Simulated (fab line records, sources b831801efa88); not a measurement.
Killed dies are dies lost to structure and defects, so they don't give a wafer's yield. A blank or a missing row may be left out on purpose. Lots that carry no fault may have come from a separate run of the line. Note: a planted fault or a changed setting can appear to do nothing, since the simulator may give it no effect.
fab line records :: flow sky130
[record]
  lots = 15
  wafers = 44
  last_day = 49
route steps=708 shown CONTACT@408
lots untouched by any fault: they come from a run of this same line in which no faults occurred
start_h: hours from the record's opening day to when the first of the lot's shown wafers began :: wait_h: hours from the lot's prior step to this one :: " repeats the value in the row above :: L1.1+2: a single row standing in for several wafers :: - no value present, or no start provided :: * or withheld: withheld :: < > ~ a bound
route shown NAME@n: a module of which the file shows steps, and the number in the route of the first :: usual: mean and standard deviation over wafers with no fault :: same: alike in all rows :: chamber/n: place in a boat :: sites: per-site readings :: _std_site: their standard deviation :: _edge_site: mean of outer sites minus mean of inner sites :: radius_mm: how far each site lies from the wafer's centre :: mask NAME#n: copy n :: behind: tool/chamber where the wafer was last shaped :: hold: the reason the lot was held/the length of the hold in hours/how it ended :: device: whichever transistor did not switch (one of n, p or np) :: end of line: tests of these same wafers at the route's end :: a step with no rows: only its recipe :: killed: at the first sort, the dies lost to defects and structure; wafer yield is something else :: map: dies across one wafer; x = killed, . = not, _ = none there
set.NAME: the run value of the setting; set.NAME@STEP: its run value at that earlier step :: model.NAME: the simulator's own value behind a step, which no gauge read
one table for each step of the route and one row for each wafer, over a sample of lots
services: when a tool's chamber went out of use (start_h, in hours from the record's first day, below 0 if earlier), for how many hours, and the reason
[[steps]]
[step SKY_CONTACT_HDPCVD_02]
[recipe]
  material = SiO2
  target_thk_nm = 565
  sigma_open_frac = 0.3
  time_s = 94.2
  temp_c = 600
  sih4_flow_sccm = 60
  pressure_mtorr = 6
[usual]
  run_length_s = 122.0/0.77
lot.wafer: L130.1
tool: hdpcvd-02
chamber: 0
start_h: 707.13
wait_h: 0.1
run_length_s: 121.6

lot.wafer: L130.2
tool: hdpcvd-02
chamber: 1
start_h: 707.13
wait_h: 0.1
run_length_s: 121.6

lot.wafer: L130.6
tool: hdpcvd-02
chamber: 0
start_h: 707.13
wait_h: 0.1
run_length_s: 121.5

lot.wafer: L131.3
tool: hdpcvd-01
chamber: 0
start_h: 713.83
wait_h: 0.0
run_length_s: 122.3

lot.wafer: L131.5
tool: hdpcvd-01
chamber: 2
start_h: 713.83
wait_h: 0.0
run_length_s: 120.9

lot.wafer: L131.6
tool: hdpcvd-01
chamber: 0
start_h: 713.83
wait_h: 0.0
run_length_s: 122.1

lot.wafer: L132.1
tool: hdpcvd-01
chamber: 2
start_h: 728.17
wait_h: 0.1
run_length_s: 120.9

lot.wafer: L132.4
tool: hdpcvd-01
chamber: 2
start_h: 728.17
wait_h: 0.1
run_length_s: 121.1

lot.wafer: L132.6
tool: hdpcvd-01
chamber: 1
start_h: 728.17
wait_h: 0.1
run_length_s: 121.5

lot.wafer: L134.1
tool: hdpcvd-02
chamber: 0
start_h: 740.82
wait_h: 0.1
run_length_s: 121.2

lot.wafer: L134.3
tool: hdpcvd-02
chamber: 1
start_h: 740.82
wait_h: 0.1
run_length_s: 121.8

lot.wafer: L134.4
tool: hdpcvd-02
chamber: 2
start_h: 740.82
wait_h: 0.1
run_length_s: 123.1

lot.wafer: L136.2
tool: hdpcvd-01
chamber: 2
start_h: 754.53
wait_h: 0.0
run_length_s: 121.6

lot.wafer: L136.3
tool: hdpcvd-01
chamber: 1
start_h: 754.53
wait_h: 0.0
run_length_s: 121.8

lot.wafer: L136.4
tool: hdpcvd-01
chamber: 0
start_h: 754.53
wait_h: 0.0
run_length_s: 122.4

lot.wafer: L135.1
tool: hdpcvd-02
chamber: 0
start_h: 755.42
wait_h: 0.1
run_length_s: 121.2

lot.wafer: L135.2
tool: hdpcvd-02
chamber: 2
start_h: 755.42
wait_h: 0.1
run_length_s: 123.7

lot.wafer: L135.4
tool: hdpcvd-02
chamber: 0
start_h: 755.42
wait_h: 0.1
run_length_s: 121.8

lot.wafer: L137.1
tool: hdpcvd-02
chamber: 2
start_h: 765.81
wait_h: 0.1
run_length_s: 122.9

lot.wafer: L137.2
tool: hdpcvd-02
chamber: 1
start_h: 765.81
wait_h: 0.1
run_length_s: 121.5

lot.wafer: L137.5
tool: hdpcvd-02
chamber: 0
start_h: 765.81
wait_h: 0.1
run_length_s: 121.7

lot.wafer: L139.1
tool: hdpcvd-01
chamber: 2
start_h: 785.36
wait_h: 0.1
run_length_s: 121.3

lot.wafer: L139.4
tool: hdpcvd-01
chamber: 0
start_h: 785.36
wait_h: 0.1
run_length_s: 121.9

lot.wafer: L139.5
tool: hdpcvd-01
chamber: 2
start_h: 785.36
wait_h: 0.1
run_length_s: 120.7

lot.wafer: L142.1
tool: hdpcvd-02
chamber: 2
start_h: 800.57
wait_h: 0.1
run_length_s: 123.6

lot.wafer: L142.3
tool: hdpcvd-02
chamber: 1
start_h: 800.57
wait_h: 0.1
run_length_s: 122.1

lot.wafer: L142.6
tool: hdpcvd-02
chamber: 2
start_h: 800.57
wait_h: 0.1
run_length_s: 123.5

lot.wafer: L143.1
tool: hdpcvd-02
chamber: 0
start_h: 802.78
wait_h: 0.1
run_length_s: 122.0

lot.wafer: L143.3
tool: hdpcvd-02
chamber: 1
start_h: 802.78
wait_h: 0.1
run_length_s: 121.6

lot.wafer: L143.5
tool: hdpcvd-02
chamber: 0
start_h: 802.78
wait_h: 0.1
run_length_s: 121.1

lot.wafer: L144.1
tool: hdpcvd-02
chamber: 1
start_h: 819.74
wait_h: 0.1
run_length_s: 121.5

lot.wafer: L144.4
tool: hdpcvd-02
chamber: 2
start_h: 819.74
wait_h: 0.1
run_length_s: 123.5

lot.wafer: L144.5
tool: hdpcvd-02
chamber: 1
start_h: 819.74
wait_h: 0.1
run_length_s: 121.5

lot.wafer: L145.1
tool: hdpcvd-01
chamber: 2
start_h: 837.75
wait_h: 0.1
run_length_s: 120.9

lot.wafer: L145.3
tool: hdpcvd-01
chamber: 0
start_h: 837.75
wait_h: 0.1
run_length_s: 122.2

lot.wafer: L145.6
tool: hdpcvd-01
chamber: 1
start_h: 837.75
wait_h: 0.1
run_length_s: 121.5

lot.wafer: L146.1
tool: hdpcvd-02
chamber: 0
start_h: 843.38
wait_h: 0.1
run_length_s: 105.2

lot.wafer: L146.3
tool: hdpcvd-02
chamber: 1
start_h: 843.38
wait_h: 0.1
run_length_s: 121.4

lot.wafer: L147.1
tool: hdpcvd-02
chamber: 1
start_h: 846.67
wait_h: 0.1
run_length_s: 105.7

lot.wafer: L147.4
tool: hdpcvd-02
chamber: 1
start_h: 846.67
wait_h: 0.1
run_length_s: 105.9

lot.wafer: L147.6
tool: hdpcvd-02
chamber: 2
start_h: 846.67
wait_h: 0.1
run_length_s: 123.4

lot.wafer: L148.2
tool: hdpcvd-02
chamber: 2
start_h: 851.26
wait_h: 0.0
run_length_s: 123.0

lot.wafer: L148.4
tool: hdpcvd-02
chamber: 0
start_h: 851.26
wait_h: 0.0
run_length_s: 105.4

lot.wafer: L148.6
tool: hdpcvd-02
chamber: 2
start_h: 851.26
wait_h: 0.0
run_length_s: 123.0
[step SKY_CONTACT_THK_MEAS_03]
[recipe]
  reads = SiO2_of_CONTACT_HDPCVD_02
[usual]
  CONTACT_HDPCVD_THK = 566/4.8
lot.wafer: L130.1
tool: film_metro-04
chamber: -
start_h: 707.19
wait_h: 0.0
hold: -
CONTACT_HDPCVD_THK[nm]: 567

lot.wafer: L130.2
tool: film_metro-04
chamber: -
start_h: 707.19
wait_h: 0.0
hold: -
CONTACT_HDPCVD_THK[nm]: 566

lot.wafer: L130.6
tool: film_metro-04
chamber: -
start_h: 707.19
wait_h: 0.0
hold: -
CONTACT_HDPCVD_THK[nm]: 569

lot.wafer: L131.3
tool: film_metro-01
chamber: -
start_h: 713.91
wait_h: 0.1
hold: -
CONTACT_HDPCVD_THK[nm]: 561

lot.wafer: L131.5
tool: film_metro-01
chamber: -
start_h: 713.91
wait_h: 0.1
hold: -
CONTACT_HDPCVD_THK[nm]: 567

lot.wafer: L131.6
tool: film_metro-01
chamber: -
start_h: 713.91
wait_h: 0.1
hold: -
CONTACT_HDPCVD_THK[nm]: 570

lot.wafer: L132.1
tool: film_metro-02
chamber: -
start_h: 728.24
wait_h: 0.0
hold: -
CONTACT_HDPCVD_THK[nm]: 568

lot.wafer: L132.4
tool: film_metro-02
chamber: -
start_h: 728.24
wait_h: 0.0
hold: -
CONTACT_HDPCVD_THK[nm]: 563

lot.wafer: L132.6
tool: film_metro-02
chamber: -
start_h: 728.24
wait_h: 0.0
hold: -
CONTACT_HDPCVD_THK[nm]: 561

lot.wafer: L134.1
tool: film_metro-01
chamber: -
start_h: 740.89
wait_h: 0.0
hold: -
CONTACT_HDPCVD_THK[nm]: 567

lot.wafer: L134.3
tool: film_metro-01
chamber: -
start_h: 740.89
wait_h: 0.0
hold: -
CONTACT_HDPCVD_THK[nm]: 563

lot.wafer: L134.4
tool: film_metro-01
chamber: -
start_h: 740.89
wait_h: 0.0
hold: -
CONTACT_HDPCVD_THK[nm]: 568

lot.wafer: L136.2
tool: film_metro-04
chamber: -
start_h: 754.61
wait_h: 0.0
hold: -
CONTACT_HDPCVD_THK[nm]: 570

lot.wafer: L136.3
tool: film_metro-04
chamber: -
start_h: 754.61
wait_h: 0.0
hold: -
CONTACT_HDPCVD_THK[nm]: 572

lot.wafer: L136.4
tool: film_metro-04
chamber: -
start_h: 754.61
wait_h: 0.0
hold: -
CONTACT_HDPCVD_THK[nm]: 568

lot.wafer: L135.1
tool: film_metro-02
chamber: -
start_h: 755.49
wait_h: 0.0
hold: -
CONTACT_HDPCVD_THK[nm]: 565

lot.wafer: L135.2
tool: film_metro-02
chamber: -
start_h: 755.49
wait_h: 0.0
hold: -
CONTACT_HDPCVD_THK[nm]: 563

lot.wafer: L135.4
tool: film_metro-02
chamber: -
start_h: 755.49
wait_h: 0.0
hold: -
CONTACT_HDPCVD_THK[nm]: 565

lot.wafer: L137.1
tool: film_metro-04
chamber: -
start_h: 765.88
wait_h: 0.0
hold: -
CONTACT_HDPCVD_THK[nm]: 562

lot.wafer: L137.2
tool: film_metro-04
chamber: -
start_h: 765.88
wait_h: 0.0
hold: -
CONTACT_HDPCVD_THK[nm]: 564

lot.wafer: L137.5
tool: film_metro-04
chamber: -
start_h: 765.88
wait_h: 0.0
hold: -
CONTACT_HDPCVD_THK[nm]: 569

lot.wafer: L139.1
tool: film_metro-02
chamber: -
start_h: 785.43
wait_h: 0.0
hold: -
CONTACT_HDPCVD_THK[nm]: 562

lot.wafer: L139.4
tool: film_metro-02
chamber: -
start_h: 785.43
wait_h: 0.0
hold: -
CONTACT_HDPCVD_THK[nm]: 567

lot.wafer: L139.5
tool: film_metro-02
chamber: -
start_h: 785.43
wait_h: 0.0
hold: -
CONTACT_HDPCVD_THK[nm]: 561

lot.wafer: L142.1
tool: film_metro-04
chamber: -
start_h: 800.64
wait_h: 0.0
hold: -
CONTACT_HDPCVD_THK[nm]: 561

lot.wafer: L142.3
tool: film_metro-04
chamber: -
start_h: 800.64
wait_h: 0.0
hold: -
CONTACT_HDPCVD_THK[nm]: 556

lot.wafer: L142.6
tool: film_metro-04
chamber: -
start_h: 800.64
wait_h: 0.0
hold: -
CONTACT_HDPCVD_THK[nm]: 558

lot.wafer: L143.1
tool: film_metro-01
chamber: -
start_h: 802.84
wait_h: 0.0
hold: -
CONTACT_HDPCVD_THK[nm]: 570

lot.wafer: L143.3
tool: film_metro-01
chamber: -
start_h: 802.84
wait_h: 0.0
hold: -
CONTACT_HDPCVD_THK[nm]: 565

lot.wafer: L143.5
tool: film_metro-01
chamber: -
start_h: 802.84
wait_h: 0.0
hold: -
CONTACT_HDPCVD_THK[nm]: 568

lot.wafer: L144.1
tool: film_metro-01
chamber: -
start_h: 819.81
wait_h: 0.0
hold: -
CONTACT_HDPCVD_THK[nm]: 564

lot.wafer: L144.4
tool: film_metro-01
chamber: -
start_h: 819.81
wait_h: 0.0
hold: -
CONTACT_HDPCVD_THK[nm]: 557

lot.wafer: L144.5
tool: film_metro-01
chamber: -
start_h: 819.81
wait_h: 0.0
hold: -
CONTACT_HDPCVD_THK[nm]: 564

lot.wafer: L145.1
tool: film_metro-01
chamber: -
start_h: 837.82
wait_h: 0.0
hold: -
CONTACT_HDPCVD_THK[nm]: 561

lot.wafer: L145.3
tool: film_metro-01
chamber: -
start_h: 837.82
wait_h: 0.0
hold: -
CONTACT_HDPCVD_THK[nm]: 567

lot.wafer: L145.6
tool: film_metro-01
chamber: -
start_h: 837.82
wait_h: 0.0
hold: -
CONTACT_HDPCVD_THK[nm]: 577

lot.wafer: L146.1
tool: film_metro-04
chamber: -
start_h: 843.45
wait_h: 0.0
hold: await_dispo/0.2h/release
CONTACT_HDPCVD_THK[nm]: 466

lot.wafer: L146.3
tool: film_metro-04
chamber: -
start_h: 843.45
wait_h: 0.0
hold: await_dispo/0.2h/release
CONTACT_HDPCVD_THK[nm]: 564

lot.wafer: L146.1
tool: film_metro-04
chamber: -
start_h: 843.67
wait_h: 0.2
hold: -
CONTACT_HDPCVD_THK[nm]: 466

lot.wafer: L146.3
tool: film_metro-04
chamber: -
start_h: 843.67
wait_h: 0.2
hold: -
CONTACT_HDPCVD_THK[nm]: 564

lot.wafer: L147.1
tool: film_metro-01
chamber: -
start_h: 846.74
wait_h: 0.0
hold: await_dispo/0.2h/release
CONTACT_HDPCVD_THK[nm]: 470

lot.wafer: L147.4
tool: film_metro-01
chamber: -
start_h: 846.74
wait_h: 0.0
hold: await_dispo/0.2h/release
CONTACT_HDPCVD_THK[nm]: 462

lot.wafer: L147.6
tool: film_metro-01
chamber: -
start_h: 846.74
wait_h: 0.0
hold: await_dispo/0.2h/release
CONTACT_HDPCVD_THK[nm]: 562

lot.wafer: L147.1
tool: film_metro-01
chamber: -
start_h: 846.96
wait_h: 0.2
hold: -
CONTACT_HDPCVD_THK[nm]: 469

lot.wafer: L147.4
tool: film_metro-01
chamber: -
start_h: 846.96
wait_h: 0.2
hold: -
CONTACT_HDPCVD_THK[nm]: 462

lot.wafer: L147.6
tool: film_metro-01
chamber: -
start_h: 846.96
wait_h: 0.2
hold: -
CONTACT_HDPCVD_THK[nm]: 562

lot.wafer: L148.2
tool: film_metro-02
chamber: -
start_h: 851.34
wait_h: 0.0
hold: await_dispo/0.2h/release
CONTACT_HDPCVD_THK[nm]: 568

lot.wafer: L148.4
tool: film_metro-02
chamber: -
start_h: 851.34
wait_h: 0.0
hold: await_dispo/0.2h/release
CONTACT_HDPCVD_THK[nm]: 465

lot.wafer: L148.6
tool: film_metro-02
chamber: -
start_h: 851.34
wait_h: 0.0
hold: await_dispo/0.2h/release
CONTACT_HDPCVD_THK[nm]: 567

lot.wafer: L148.2
tool: film_metro-02
chamber: -
start_h: 851.56
wait_h: 0.2
hold: -
CONTACT_HDPCVD_THK[nm]: 568

lot.wafer: L148.4
tool: film_metro-02
chamber: -
start_h: 851.56
wait_h: 0.2
hold: -
CONTACT_HDPCVD_THK[nm]: 465

lot.wafer: L148.6
tool: film_metro-02
chamber: -
start_h: 851.56
wait_h: 0.2
hold: -
CONTACT_HDPCVD_THK[nm]: 566
[step SKY_CONTACT_CMP_04]
[recipe]
  material = SiO2
  down_force_psi = 4
  platen_rpm = 60
  pad_velocity_m_s = 0.94248
[usual]
  motor_current_A = 12.5/1.5
  time_to_endpoint_s = 80/4.2
lot.wafer: L130.1
tool: cmp-01
chamber: 0
start_h: 707.35
wait_h: 0.1
hold: -
motor_current_A: 14.3
time_to_endpoint_s: 83

lot.wafer: L130.2
tool: cmp-01
chamber: 1
start_h: 707.35
wait_h: 0.1
hold: -
motor_current_A: 11.6
time_to_endpoint_s: 76

lot.wafer: L130.6
tool: cmp-01
chamber: 3
start_h: 707.35
wait_h: 0.1
hold: -
motor_current_A: 13.1
time_to_endpoint_s: 83

lot.wafer: L131.3
tool: cmp-02
chamber: 0
start_h: 714.00
wait_h: 0.1
hold: -
motor_current_A: 13.3
time_to_endpoint_s: 81

lot.wafer: L131.6
tool: cmp-02
chamber: 3
start_h: 714.00
wait_h: 0.1
hold: -
motor_current_A: 11.4
time_to_endpoint_s: 78

lot.wafer: L131.5
tool: cmp-02
chamber: 0
start_h: 714.00
wait_h: 0.1
hold: -
motor_current_A: 12.6
time_to_endpoint_s: 83

lot.wafer: L132.1
tool: cmp-02
chamber: 0
start_h: 728.30
wait_h: 0.1
hold: -
motor_current_A: 13.2
time_to_endpoint_s: 76

lot.wafer: L132.4
tool: cmp-02
chamber: 2
start_h: 728.30
wait_h: 0.1
hold: -
motor_current_A: 14.2
time_to_endpoint_s: 75

lot.wafer: L132.6
tool: cmp-02
chamber: 1
start_h: 728.30
wait_h: 0.1
hold: -
motor_current_A: 10.3
time_to_endpoint_s: 75

lot.wafer: L134.3
tool: cmp-02
chamber: 2
start_h: 740.95
wait_h: 0.0
hold: -
motor_current_A: 13.5
time_to_endpoint_s: 80

lot.wafer: L134.4
tool: cmp-02
chamber: 3
start_h: 740.95
wait_h: 0.0
hold: -
motor_current_A: 11.0
time_to_endpoint_s: 77

lot.wafer: L134.1
tool: cmp-02
chamber: 0
start_h: 740.95
wait_h: 0.0
hold: -
motor_current_A: 12.5
time_to_endpoint_s: 82

lot.wafer: L136.3
tool: cmp-01
chamber: 2
start_h: 754.66
wait_h: 0.0
hold: -
motor_current_A: 12.1
time_to_endpoint_s: 86

lot.wafer: L136.2
tool: cmp-01
chamber: 3
start_h: 754.66
wait_h: 0.0
hold: -
motor_current_A: 13.9
time_to_endpoint_s: 88

lot.wafer: L136.4
tool: cmp-01
chamber: 0
start_h: 754.66
wait_h: 0.0
hold: -
motor_current_A: 14.8
time_to_endpoint_s: 89

lot.wafer: L135.4
tool: cmp-02
chamber: 2
start_h: 755.55
wait_h: 0.0
hold: -
motor_current_A: 14.2
time_to_endpoint_s: 78

lot.wafer: L135.1
tool: cmp-02
chamber: 0
start_h: 755.55
wait_h: 0.0
hold: -
motor_current_A: 13.0
time_to_endpoint_s: 77

lot.wafer: L135.2
tool: cmp-02
chamber: 1
start_h: 755.55
wait_h: 0.0
hold: -
motor_current_A: 10.3
time_to_endpoint_s: 77

lot.wafer: L137.2
tool: cmp-01
chamber: 2
start_h: 765.99
wait_h: 0.1
hold: -
motor_current_A: 12.3
time_to_endpoint_s: 83

lot.wafer: L137.1
tool: cmp-01
chamber: 0
start_h: 765.99
wait_h: 0.1
hold: -
motor_current_A: 13.7
time_to_endpoint_s: 85

lot.wafer: L137.5
tool: cmp-01
chamber: 1
start_h: 765.99
wait_h: 0.1
hold: -
motor_current_A: 11.0
time_to_endpoint_s: 83

lot.wafer: L139.4
tool: cmp-01
chamber: 2
start_h: 785.62
wait_h: 0.1
hold: -
motor_current_A: 11.9
time_to_endpoint_s: 83

lot.wafer: L139.1
tool: cmp-01
chamber: 3
start_h: 785.62
wait_h: 0.1
hold: -
motor_current_A: 13.6
time_to_endpoint_s: 88

lot.wafer: L139.5
tool: cmp-01
chamber: 1
start_h: 785.62
wait_h: 0.1
hold: -
motor_current_A: 11.3
time_to_endpoint_s: 81

lot.wafer: L142.3
tool: cmp-01
chamber: 2
start_h: 800.70
wait_h: 0.0
hold: -
motor_current_A: 11.6
time_to_endpoint_s: 76

lot.wafer: L142.1
tool: cmp-01
chamber: 0
start_h: 800.70
wait_h: 0.0
hold: -
motor_current_A: 14.5
time_to_endpoint_s: 82

lot.wafer: L142.6
tool: cmp-01
chamber: 3
start_h: 800.70
wait_h: 0.0
hold: -
motor_current_A: 13.4
time_to_endpoint_s: 79

lot.wafer: L143.1
tool: cmp-01
chamber: 1
start_h: 803.00
wait_h: 0.1
hold: -
motor_current_A: 11.6
time_to_endpoint_s: 81

lot.wafer: L143.3
tool: cmp-01
chamber: 2
start_h: 803.00
wait_h: 0.1
hold: -
motor_current_A: 10.8
time_to_endpoint_s: 77

lot.wafer: L143.5
tool: cmp-01
chamber: 3
start_h: 803.00
wait_h: 0.1
hold: -
motor_current_A: 13.7
time_to_endpoint_s: 80

lot.wafer: L144.4
tool: cmp-01
chamber: 0
start_h: 819.92
wait_h: 0.1
hold: -
motor_current_A: 14.6
time_to_endpoint_s: 80

lot.wafer: L144.1
tool: cmp-01
chamber: 2
start_h: 819.92
wait_h: 0.1
hold: -
motor_current_A: 10.8
time_to_endpoint_s: 80

lot.wafer: L144.5
tool: cmp-01
chamber: 0
start_h: 819.92
wait_h: 0.1
hold: -
motor_current_A: 14.5
time_to_endpoint_s: 85

lot.wafer: L145.3
tool: cmp-01
chamber: 2
start_h: 837.93
wait_h: 0.1
hold: -
motor_current_A: 11.7
time_to_endpoint_s: 83

lot.wafer: L145.1
tool: cmp-01
chamber: 3
start_h: 837.93
wait_h: 0.1
hold: -
motor_current_A: 13.2
time_to_endpoint_s: 80

lot.wafer: L145.6
tool: cmp-01
chamber: 2
start_h: 837.93
wait_h: 0.1
hold: -
motor_current_A: 11.4
time_to_endpoint_s: 88

lot.wafer: L146.3
tool: cmp-01
chamber: 0
start_h: 845.19
wait_h: 1.5
hold: await_dispo/1.4h/release
motor_current_A: 14.8
time_to_endpoint_s: 83

lot.wafer: L146.1
tool: cmp-01
chamber: 1
start_h: 845.19
wait_h: 1.5
hold: await_dispo/1.4h/release
motor_current_A: 11.3
time_to_endpoint_s: 44

lot.wafer: L147.1
tool: cmp-02
chamber: 1
start_h: 848.89
wait_h: 1.9
hold: await_dispo/1.7h/release
motor_current_A: 10.2
time_to_endpoint_s: 43

lot.wafer: L147.4
tool: cmp-02
chamber: 2
start_h: 848.89
wait_h: 1.9
hold: await_dispo/1.7h/release
motor_current_A: 14.3
time_to_endpoint_s: 41

lot.wafer: L147.6
tool: cmp-02
chamber: 1
start_h: 848.89
wait_h: 1.9
hold: await_dispo/1.7h/release
motor_current_A: 10.5
time_to_endpoint_s: 76

lot.wafer: L148.4
tool: cmp-01
chamber: 2
start_h: 853.70
wait_h: 2.1
hold: await_dispo/1.7h/release
motor_current_A: 11.8
time_to_endpoint_s: 43

lot.wafer: L148.2
tool: cmp-01
chamber: 0
start_h: 853.70
wait_h: 2.1
hold: await_dispo/1.7h/release
motor_current_A: 14.7
time_to_endpoint_s: 83

lot.wafer: L148.6
tool: cmp-01
chamber: 2
start_h: 853.70
wait_h: 2.1
hold: await_dispo/1.7h/release
motor_current_A: 12.0
time_to_endpoint_s: 81
[[services]]
tool: hdpcvd-01
chamber: 2
start_h: 685.38
hours: 18.1
kind: repair

tool: cmp-01
chamber: -
start_h: 694.46
hours: 5.7
kind: repair

tool: cmp-01
chamber: -
start_h: 713.33
hours: 1.5
kind: repair

tool: cmp-02
chamber: -
start_h: 714.68
hours: 0.5
kind: repair

tool: hdpcvd-01
chamber: -
start_h: 738.23
hours: 5.5
kind: pm

tool: cmp-02
chamber: -
start_h: 744.00
hours: 4.0
kind: pm

tool: cmp-02
chamber: -
start_h: 748.00
hours: -
kind: consumable_replace:conditioner

tool: cmp-02
chamber: -
start_h: 748.00
hours: -
kind: consumable_replace:pad

tool: cmp-01
chamber: -
start_h: 787.28
hours: 0.5
kind: repair

tool: cmp-01
chamber: -
start_h: 808.74
hours: 3.4
kind: repair

tool: hdpcvd-01
chamber: -
start_h: 818.63
hours: 2.6
kind: repair

tool: cmp-01
chamber: -
start_h: 838.26
hours: 3.9
kind: pm
[[key]]
[first_sign]
  step = SKY_CONTACT_HDPCVD_02
  reading = run_length_s
  direction = down
  sigmas = 21
  usual = *
  struck = *
[effect]
  step = SKY_CONTACT_THK_MEAS_03
  reading = visit
  direction = added
[effect]
  step = SKY_CONTACT_THK_MEAS_03
  reading = CONTACT_HDPCVD_THK
  direction = down
  sigmas = 21
  usual = 566
  struck = 466
[effect]
  step = SKY_CONTACT_CMP_04
  reading = time_to_endpoint_s
  direction = down
  sigmas = 8.7
  usual = *
  struck = *
met_at SKY_CONTACT_HDPCVD_02
struck_lots L146,L147,L148
struck_wafers L146.1,L147.1,L147.4,L148.4
tester_left_out L146,L147,L148
onset_between 819.74 843.38
[fault]
  kind = process_parameter_drift
  tool = hdpcvd-02
  chamber = -
  onset_h = 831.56
  steps = SKY_CONTACT_HDPCVD_02
  channel = time_s
  offset = *
  shape = step
  end_h = 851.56
  scope = struck_wafers_only
  acts_in = *
  stated = *
// tester_left_out: of these lots the tester's yield and bins aren't shown, on N5 and GAA mostly nor the transistor test; their killed dies are dies lost to structure and defects alone, not to doping, threshold or leakage, so they don't give the yield
